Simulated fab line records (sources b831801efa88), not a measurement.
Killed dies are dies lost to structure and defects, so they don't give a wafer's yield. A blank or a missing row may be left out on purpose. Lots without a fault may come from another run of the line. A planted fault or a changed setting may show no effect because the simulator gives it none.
Struck lot and sound lot, side by side :: flow sfqLine :: 13 steps out of a route of 325
Sound: the wafers L649.2, L649.3, L649.5. Struck: wafers L645.2, L645.5, L645.6. The cause is named last.
For every step that has rows: the tool of each side, followed by ch and its chambers, followed by its first start. Under that, the readings that differ: sound wafers :: struck wafers :: difference of the means :: sigmas: that difference in standard deviations of wafers without a fault.
alike: readings with means less than 2 such deviations apart, plus words and numbers identical on both sides. not compared: withheld readings, readings lacking a value on some wafer, bounds such as >300 that could conceal the same value, and numbers that have no deviation in the record and whose values overlap.
Wherever a step has rows on one side only, a row that says differs or no value, or a row with sigmas, the two part there. When numbers do not overlap yet have no deviation, they are printed without sigmas and do not part them. A reading that every wafer of one side lacks parts them only if that side has two wafers or more.

SFQ_TRILAYER_I4_VIA_STRIP_STRIP_107: strips in O2.
  sound on rieMetal-03 ch 1, day 56 21:55; struck on rieMetal-04 ch 0,1, day 55 18:49
reading: oesProductAu (a.u.)
sound: 0.992 1.000 0.995
struck: 1.015 1.011 1.020
difference: +0.020
sigmas: +3
  alike: drypumpMotorCurrentA
  not compared: rfHoursCounterH
then, 2 steps without rows for these wafers: SFQ_TRILAYER_I4_VIA_STRIP_SOLV_CLEAN_108 (cleans in NMP, time 600 s); SFQ_TRILAYER_JJ_TRILAYER_DEP_PRE_CLEAN_113 (time 22.5 s).
SFQ_TRILAYER_JJ_TRILAYER_DEP_SPUTTER_109: material Nb, target thk 150 nm, time 100 s.
  struck on pvdSputter-06, day 55 19:37; sound on pvdSputter-06, day 56 22:55
  alike: throttleValvePct
SFQ_TRILAYER_JJ_TRILAYER_DEP_SPUTTER_110: material Al, target thk 8 nm, time 10 s.
  struck on pvdSputter-06, day 55 19:42; sound on pvdSputter-06, day 56 23:00
  alike: throttleValvePct
then, 1 step without rows for these wafers: SFQ_TRILAYER_JJ_TRILAYER_DEP_AL_OXIDATION_111 (oxidation time 600 s).
SFQ_TRILAYER_JJ_TRILAYER_DEP_SPUTTER_112: material Nb, target thk 170 nm, time 113.3 s.
  struck on pvdSputter-06, day 55 20:43; sound on pvdSputter-06, day 57 00:01
  alike: throttleValvePct
SFQ_JJ_RS_MEAS_929: uses a four-point probe to measure.
  struck on filmMetro-01, day 55 20:49; sound on filmMetro-01, day 57 00:07
  alike: JJ_NB_RS
then, 3 steps without rows for these wafers: SFQ_TRILAYER_JJ_CE_LITHO_COAT_119 (resist thk 62 nm); SFQ_TRILAYER_JJ_CE_LITHO_COAT_114 (resist thk 600 nm); SFQ_TRILAYER_JJ_CE_LITHO_SOFTBAKE_118.
SFQ_TRILAYER_JJ_CE_LITHO_EXPOSE_115: exposes mask J5, target cd 700 nm.
  struck on krfScanner-01, day 56 07:17; sound on krfScanner-01 ch 0, day 57 07:14
  no value came back on the struck wafers for exposureDoseMJCm2, focusOffsetNm (nm); on the sound wafers exposureDoseMJCm2 reads 14.420 14.400 14.409
  alike: mask
then, 1 step without rows for these wafers: SFQ_TRILAYER_JJ_CE_LITHO_PEB_117 (peb time 60 s).

WHERE THEY PART
Last at SFQ_TRILAYER_JJ_CE_LITHO_EXPOSE_115 as far as this record goes, first at SFQ_TRILAYER_I4_VIA_STRIP_STRIP_107.

WHY: whatever the simulator had introduced
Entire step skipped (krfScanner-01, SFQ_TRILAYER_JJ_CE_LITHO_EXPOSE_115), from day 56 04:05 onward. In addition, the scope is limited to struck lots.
